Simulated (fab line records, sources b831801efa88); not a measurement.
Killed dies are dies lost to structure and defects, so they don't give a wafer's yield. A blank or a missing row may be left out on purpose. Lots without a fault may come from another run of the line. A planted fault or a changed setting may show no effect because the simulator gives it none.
Which tool did it? | flow sky130 | 14 lots, 41 wafers sampled, at 5 steps of a route of 708

WHAT THE GAUGES READ, wafer by wafer
SKY_LI_CONTACT_RS_MEAS_22: measures by four-point-probe.
lot  | measured     | on            | LI_CONTACT_W_RS (ohm/sq)
L326 | day 29 20:20 | film_metro-04 | 0.285 0.281 0.279
L327 | day 30 04:01 | film_metro-04 | 0.277 0.281 0.277
L328 | day 30 05:59 | film_metro-04 | 0.289 0.288 0.286
L330 | day 30 23:54 | film_metro-04 | 0.281 0.287 0.287
L331 | day 31 09:05 | film_metro-01 | 0.281 0.289 0.281
L332 | day 31 21:01 | film_metro-04 | 0.293 0.286 0.294
L333 | day 32 03:25 | film_metro-04 | 0.288 0.295 0.284
L334 | day 32 04:11 | film_metro-04 | 0.288 0.280 0.278
L335 | day 32 15:56 | film_metro-03 | 0.279 0.285 0.281
L338 | day 33 09:46 | film_metro-01 | 0.281 0.496 0.277
L339 | day 33 18:49 | film_metro-04 | 0.279 0.482
L345 | day 35 16:27 | film_metro-03 | 0.291 0.287 0.283
L347 | day 36 06:03 | film_metro-04 | 0.285 0.286 0.289
L348 | day 36 13:07 | film_metro-01 | 0.277 0.275 0.279

SKY_LI_CONTACT_THK_MEAS_23: measures by xrf.
lot  | measured     | on            | LI_CONTACT_W_THK (nm)
L326 | day 29 20:28 | film_metro-04 | 391 395 398
L327 | day 30 04:07 | film_metro-04 | 410 402 411
L328 | day 30 06:06 | film_metro-04 | 394 393 396
L330 | day 31 00:00 | film_metro-04 | 399 395 392
L331 | day 31 09:11 | film_metro-01 | 396 383 392
L332 | day 31 21:07 | film_metro-04 | 384 393 385
L333 | day 32 03:31 | film_metro-04 | 393 381 397
L334 | day 32 04:19 | film_metro-04 | 391 403 403
L335 | day 32 16:03 | film_metro-03 | 394 387 392
L338 | day 33 09:52 | film_metro-01 | 393 225 401
L339 | day 33 18:56 | film_metro-04 | 400 233
L345 | day 35 16:34 | film_metro-03 | 379 384 388
L347 | day 36 06:09 | film_metro-04 | 396 395 391
L348 | day 36 13:14 | film_metro-01 | 391 396 391

WHICH TOOL RAN EACH LOT (tool, then ch and the chambers of the sampled wafers, then the start)
lot  | SKY_SD_P_STRIP_10                    | SKY_LI_CONTACT_STRIP_16              | SKY_LI_CONTACT_CVD_21
L326 | plasma_asher-02 ch 0,1, day 26 05:05 | plasma_asher-01 ch 0,1, day 29 19:46 | cvd_w-01 ch 0,1, day 29 20:13
L327 | plasma_asher-02 ch 0,1, day 26 11:49 | plasma_asher-04 ch 0,1, day 30 03:24 | cvd_w-01 ch 0,1, day 30 03:54
L328 | plasma_asher-01 ch 0,1, day 26 14:32 | plasma_asher-01 ch 0,1, day 30 05:25 | cvd_w-02 ch 0,1, day 30 05:51
L330 | plasma_asher-02 ch 0,1, day 27 09:07 | plasma_asher-01 ch 0,1, day 30 23:18 | cvd_w-02 ch 0,1, day 30 23:47
L331 | plasma_asher-02 ch 0,1, day 27 17:58 | plasma_asher-04 ch 0,1, day 31 08:30 | cvd_w-02 ch 0,1, day 31 08:58
L332 | plasma_asher-01 ch 0,1, day 28 06:05 | plasma_asher-03 ch 0,1, day 31 20:25 | cvd_w-02 ch 0,1, day 31 20:52
L333 | plasma_asher-02 ch 0,1, day 28 13:59 | plasma_asher-03 ch 0,1, day 32 02:49 | cvd_w-02 ch 0,1, day 32 03:16
L334 | plasma_asher-01 ch 1, day 28 15:14   | plasma_asher-04 ch 0,1, day 32 03:37 | cvd_w-01 ch 0,1, day 32 04:04
L335 | plasma_asher-03 ch 0,1, day 29 02:50 | plasma_asher-01 ch 0,1, day 32 15:22 | cvd_w-01 ch 0,1, day 32 15:48
L338 | plasma_asher-03 ch 0,1, day 29 21:23 | plasma_asher-04 ch 0,1, day 33 09:10 | cvd_w-01 ch 0,1, day 33 09:37
L339 | plasma_asher-01 ch 0,1, day 30 06:59 | plasma_asher-03 ch 0, day 33 18:14   | cvd_w-01 ch 0,1, day 33 18:40
L345 | plasma_asher-03 ch 0,1, day 32 05:59 | plasma_asher-04 ch 0,1, day 35 15:52 | cvd_w-02 ch 0,1, day 35 16:19
L347 | plasma_asher-02 ch 0,1, day 32 20:46 | plasma_asher-04 ch 0,1, day 36 05:29 | cvd_w-02 ch 0,1, day 36 05:56
L348 | plasma_asher-03 ch 1, day 33 04:02   | plasma_asher-03 ch 0,1, day 36 12:34 | cvd_w-01 ch 0, day 36 12:59
- SKY_SD_P_STRIP_10: strips in O2/N2.
- SKY_LI_CONTACT_STRIP_16: strips in O2/N2.
- SKY_LI_CONTACT_CVD_21: deposits W, target thk 400 nm, time 120.56 s.

WHAT THE TOOLS THEMSELVES READ (means of the sampled wafers that have a number; where no wafer has one, the mark that the record gives instead)
SKY_SD_P_STRIP_10.
lot  | tool            | chamber_pressure_mTorr (mTorr) | drypump_motor_current_A (A) | oes_product_au (a.u.) | strip_time_to_endpoint_s (s)
L326 | plasma_asher-02 | 1500                           | 5.5                         | 0.611                 | 17.46
L327 | plasma_asher-02 | 1500                           | 5.6                         | 0.622                 | 17.54
L328 | plasma_asher-01 | 1500                           | 5.8                         | 0.615                 | 17.53
L330 | plasma_asher-02 | 1500                           | 5.6                         | 0.618                 | 17.47
L331 | plasma_asher-02 | 1500                           | 5.5                         | 0.619                 | 17.48
L332 | plasma_asher-01 | 1499                           | 5.6                         | 0.618                 | 17.50
L333 | plasma_asher-02 | 1501                           | 5.5                         | 0.617                 | 17.52
L334 | plasma_asher-01 | 1501                           | 6.0                         | 0.617                 | 17.53
L335 | plasma_asher-03 | 1500                           | 6.1                         | 0.621                 | 17.55
L338 | plasma_asher-03 | 1500                           | 6.0                         | 0.618                 | 17.55
L339 | plasma_asher-01 | 1499                           | 5.7                         | 0.617                 | 17.45
L345 | plasma_asher-03 | 1500                           | 6.1                         | 0.618                 | 17.55
L347 | plasma_asher-02 | 1501                           | 5.5                         | 0.623                 | 17.50
L348 | plasma_asher-03 | 1501                           | 6.2                         | 0.621                 | 17.48

SKY_LI_CONTACT_STRIP_16.
lot  | tool            | chamber_pressure_mTorr (mTorr) | drypump_motor_current_A (A) | oes_product_au (a.u.) | strip_time_to_endpoint_s (s)
L326 | plasma_asher-01 | 1500.5                         | 5.62                        | 0.376                 | 3.49
L327 | plasma_asher-04 | 1500.3                         | 5.75                        | 0.377                 | 3.53
L328 | plasma_asher-01 | 1498.9                         | 5.60                        | 0.373                 | 3.50
L330 | plasma_asher-01 | 1498.5                         | 5.61                        | 0.381                 | 3.54
L331 | plasma_asher-04 | 1499.6                         | 5.81                        | 0.371                 | 3.50
L332 | plasma_asher-03 | 1499.6                         | 6.13                        | 0.379                 | 3.52
L333 | plasma_asher-03 | 1499.8                         | 6.13                        | 0.372                 | 3.50
L334 | plasma_asher-04 | 1500.8                         | 5.73                        | 0.381                 | 3.54
L335 | plasma_asher-01 | 1500.6                         | 5.61                        | 0.378                 | 3.53
L338 | plasma_asher-04 | 1501.1                         | 5.75                        | 0.377                 | 3.53
L339 | plasma_asher-03 | 1499.5                         | 5.98                        | 0.374                 | 3.50
L345 | plasma_asher-04 | 1498.8                         | 5.81                        | 0.376                 | 3.48
L347 | plasma_asher-04 | 1500.3                         | 5.79                        | 0.376                 | 3.45
L348 | plasma_asher-03 | 1500.7                         | 6.04                        | 0.377                 | 3.58

SKY_LI_CONTACT_CVD_21.
lot  | tool     | heater_power_w (W)
L326 | cvd_w-01 | 838
L327 | cvd_w-01 | 832
L328 | cvd_w-02 | 886
L330 | cvd_w-02 | 899
L331 | cvd_w-02 | 817
L332 | cvd_w-02 | 886
L333 | cvd_w-02 | 882
L334 | cvd_w-01 | 831
L335 | cvd_w-01 | 835
L338 | cvd_w-01 | 851
L339 | cvd_w-01 | 836
L345 | cvd_w-02 | 819
L347 | cvd_w-02 | 901
L348 | cvd_w-01 | 815

THE ANSWER, worked out from the rows above alone
Rule: what is usual is taken from the lots themselves. Put in order of their means at a reading, lots are off if they are a third of the lots or fewer, leave a main group of 4 or more, and stand apart from it by a gap of 3 or more times the standard deviation of the main group's means; of several such gaps the widest counts. A main group whose means are all the same, to the digits that the tables above print for the reading, isn't used. A lot without any number at a reading at which 4 lots or more have one is off too. The other lots that the step has rows for count as sound. The gauges are gone through in route order, then the tools' own readings, and for those a lot's mean is taken as printed above. The first step at which some lot is off is used, and at that step the reading that is off furthest; a lot without a number counts as furthest.
Off: L338, L339, at SKY_LI_CONTACT_RS_MEAS_22 (LI_CONTACT_W_RS). The main group: mean 0.284 ohm/sq, standard deviation 0.0041.
A tool fits if, at a process step before that reading, it ran every lot that is off, and no sound lot after the first of them. The gauges at SKY_LI_CONTACT_RS_MEAS_22 are tried like those tools. None of those tried fits.

WHAT THE SIMULATOR HAD PUT IN
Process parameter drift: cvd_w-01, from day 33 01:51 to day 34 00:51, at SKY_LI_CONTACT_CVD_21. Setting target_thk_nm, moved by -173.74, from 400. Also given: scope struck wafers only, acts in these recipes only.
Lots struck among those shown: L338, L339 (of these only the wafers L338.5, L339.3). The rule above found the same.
